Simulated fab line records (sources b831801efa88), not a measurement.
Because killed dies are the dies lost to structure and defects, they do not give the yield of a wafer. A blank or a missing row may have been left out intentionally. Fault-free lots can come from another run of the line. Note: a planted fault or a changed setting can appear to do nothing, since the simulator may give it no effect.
Matching of chambers / flow sky130 / 4 sister chambers for SKY_CONTACT_CMP_04 on cmp-02
The step polishes SiO2. 24 wafers are shown with their chamber, then 12 later ones without.

## WAFERS PAIRED WITH THEIR CHAMBERS
wafer=L074.2; chamber=3; motor-current-A (A)=12.2; time-to-endpoint-s (s)=84
wafer=L074.3; chamber=1; motor-current-A (A)=14.0; time-to-endpoint-s (s)=80
wafer=L074.4; chamber=2; motor-current-A (A)=13.6; time-to-endpoint-s (s)=79
wafer=L081.4; chamber=2; motor-current-A (A)=14.0; time-to-endpoint-s (s)=80
wafer=L081.5; chamber=3; motor-current-A (A)=11.1; time-to-endpoint-s (s)=85
wafer=L081.6; chamber=2; motor-current-A (A)=13.6; time-to-endpoint-s (s)=77
wafer=L082.4; chamber=3; motor-current-A (A)=11.9; time-to-endpoint-s (s)=83
wafer=L082.5; chamber=2; motor-current-A (A)=14.3; time-to-endpoint-s (s)=82
wafer=L082.6; chamber=3; motor-current-A (A)=12.1; time-to-endpoint-s (s)=80
wafer=L083.1; chamber=3; motor-current-A (A)=12.3; time-to-endpoint-s (s)=86
wafer=L083.2; chamber=0; motor-current-A (A)=10.9; time-to-endpoint-s (s)=83
wafer=L083.3; chamber=2; motor-current-A (A)=12.8; time-to-endpoint-s (s)=85
wafer=L084.3; chamber=0; motor-current-A (A)=10.0; time-to-endpoint-s (s)=84
wafer=L084.5; chamber=0; motor-current-A (A)=10.6; time-to-endpoint-s (s)=81
wafer=L084.6; chamber=1; motor-current-A (A)=14.4; time-to-endpoint-s (s)=80
wafer=L086.1; chamber=3; motor-current-A (A)=12.2; time-to-endpoint-s (s)=83
wafer=L086.2; chamber=2; motor-current-A (A)=12.6; time-to-endpoint-s (s)=81
wafer=L086.5; chamber=2; motor-current-A (A)=13.0; time-to-endpoint-s (s)=80
wafer=L087.3; chamber=3; motor-current-A (A)=12.2; time-to-endpoint-s (s)=79
wafer=L087.4; chamber=2; motor-current-A (A)=13.2; time-to-endpoint-s (s)=79
wafer=L087.6; chamber=1; motor-current-A (A)=14.1; time-to-endpoint-s (s)=85
wafer=L089.4; chamber=0; motor-current-A (A)=10.6; time-to-endpoint-s (s)=81
wafer=L089.5; chamber=3; motor-current-A (A)=12.3; time-to-endpoint-s (s)=82
wafer=L089.6; chamber=2; motor-current-A (A)=13.8; time-to-endpoint-s (s)=83

SIGNATURES, as means of the wafers listed above
reading=motor-current-A; chamber 0=10.525; chamber 1=14.167; chamber 2=13.433; chamber 3=12.037; scatter within a chamber=0.46
reading=time-to-endpoint-s; chamber 0=82.25; chamber 1=81.67; chamber 2=80.67; chamber 3=82.75; scatter within a chamber=2.33
Rule: for each reading, subtract the chamber's mean from the wafer's reading, divide by that reading's scatter and square the result; add these up over the readings and take the root, which gives the wafer's distance from the chamber. The wafer belongs to the nearest chamber; if the next one is less than 2 further off, it can't be placed. The scatter is the square root of a quotient: the sum, over the shown wafers, of each reading's squared deviation from its chamber's mean, divided by wafers minus chambers.

## WAFERS WITHOUT THEIR CHAMBER
wafer=L090.1; motor-current-A (A)=14.2; time-to-endpoint-s (s)=87
wafer=L090.5; motor-current-A (A)=10.2; time-to-endpoint-s (s)=89
wafer=L090.6; motor-current-A (A)=12.4; time-to-endpoint-s (s)=85
wafer=L093.1; motor-current-A (A)=12.6; time-to-endpoint-s (s)=79
wafer=L093.4; motor-current-A (A)=10.7; time-to-endpoint-s (s)=81
wafer=L093.6; motor-current-A (A)=14.9; time-to-endpoint-s (s)=85
wafer=L092.1; motor-current-A (A)=14.1; time-to-endpoint-s (s)=78
wafer=L092.4; motor-current-A (A)=14.5; time-to-endpoint-s (s)=80
wafer=L092.5; motor-current-A (A)=10.5; time-to-endpoint-s (s)=84
wafer=L096.1; motor-current-A (A)=10.2; time-to-endpoint-s (s)=82
wafer=L096.2; motor-current-A (A)=12.1; time-to-endpoint-s (s)=80
wafer=L096.3; motor-current-A (A)=14.6; time-to-endpoint-s (s)=78

## CHAMBER TAKEN BY EACH
wafer=L090.1; from the rows above=can't be placed: 1 or 2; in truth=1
wafer=L090.5; from the rows above=can't be placed: 0 or 3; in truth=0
wafer=L090.6; from the rows above=can't be placed: 3 or 2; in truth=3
wafer=L093.1; from the rows above=can't be placed: 2 or 3 or 1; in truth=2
wafer=L093.4; from the rows above=0; in truth=0
wafer=L093.6; from the rows above=can't be placed: 1 or 2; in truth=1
wafer=L092.1; from the rows above=can't be placed: 1 or 2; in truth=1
wafer=L092.4; from the rows above=can't be placed: 1 or 2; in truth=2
wafer=L092.5; from the rows above=0; in truth=0
wafer=L096.1; from the rows above=0; in truth=0
wafer=L096.2; from the rows above=can't be placed: 3 or 2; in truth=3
wafer=L096.3; from the rows above=can't be placed: 1 or 2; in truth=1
Placed correctly: 3 of 12. Not placeable from these rows: 9 (in 9, the candidates include the true chamber). Placed wrongly: 0.
